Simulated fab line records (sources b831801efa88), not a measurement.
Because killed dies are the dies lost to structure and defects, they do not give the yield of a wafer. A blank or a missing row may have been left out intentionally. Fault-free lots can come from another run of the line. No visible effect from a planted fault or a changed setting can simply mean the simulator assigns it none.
Matching of chambers + flow sfq-line + cmp-01 running SFQ_TRILAYER_I6_CMP_CMP_166: 4 sister chambers
The step polishes SiO2. 14 wafers are shown with their chamber, then 7 later ones without.

== WAFERS WITH THEIR CHAMBER ==
| wafer  | chamber | motor-current-A (A) | time-to-endpoint-s (s) |
|--------|---------|---------------------|------------------------|
| L159.4 | 0       | 9.8                 | 218                    |
| L159.5 | 0       | 10.1                | 219                    |
| L159.6 | 3       | 10.5                | 213                    |
| L161.1 | 1       | 8.7                 | 209                    |
| L161.2 | 3       | 9.9                 | 204                    |
| L161.6 | 1       | 8.1                 | 210                    |
| L162.1 | 0       | 10.1                | 213                    |
| L162.2 | 3       | 10.2                | 213                    |
| L162.4 | 2       | 9.7                 | 216                    |
| L165.1 | 2       | 9.4                 | 214                    |
| L165.4 | 3       | 9.9                 | 222                    |
| L165.6 | 1       | 8.2                 | 215                    |
| L166.1 | 3       | 10.2                | 204                    |
| L166.5 | 3       | 10.2                | 218                    |

SIGNATURES (means of the wafers above)
| reading            | chamber 0 | chamber 1 | chamber 2 | chamber 3 | scatter within a chamber |
|--------------------|-----------|-----------|-----------|-----------|--------------------------|
| motor-current-A    | 10.000    | 8.333     | 9.550     | 10.150    | 0.238                    |
| time-to-endpoint-s | 216.67    | 211.33    | 215.00    | 212.33    | 5.56                     |
Rule: for each reading, subtract the chamber's mean from the wafer's reading, divide by that reading's scatter and square the result; add these up over the readings and take the root, which gives the wafer's distance from the chamber. If the next closest chamber is less than 2 further off than the closest, the wafer can't be placed; otherwise it belongs to the closest. How the scatter is found: for the shown wafers, subtract from each reading the mean of its chamber, square and add these, divide the total by (wafers less chambers), then take the root.

== WAFERS WHOSE CHAMBER IS MISSING ==
| wafer  | motor-current-A (A) | time-to-endpoint-s (s) |
|--------|---------------------|------------------------|
| L166.6 | 9.3                 | 217                    |
| L167.3 | 8.8                 | 201                    |
| L167.2 | 9.2                 | 217                    |
| L167.5 | 8.9                 | 220                    |
| L170.5 | 9.5                 | 227                    |
| L170.6 | 9.8                 | 219                    |
| L173.6 | 8.6                 | 202                    |

== WHICH CHAMBER EACH ONE RAN IN ==
| wafer  | from the rows above          | in truth |
|--------|------------------------------|----------|
| L166.6 | can't be placed: 2 or 0      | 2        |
| L167.3 | can't be placed: 1 or 2      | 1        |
| L167.2 | can't be placed: 2 or 0      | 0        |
| L167.5 | can't be placed: 1 or 2 or 0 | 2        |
| L170.5 | can't be placed: 2 or 0 or 3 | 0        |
| L170.6 | can't be placed: 0 or 2 or 3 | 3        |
| L173.6 | 1                            | 1        |
Correctly placed: 1 of 7. From these rows, 6 cannot be placed; in 6 the true chamber is one of the candidates. Wrongly placed: 0.
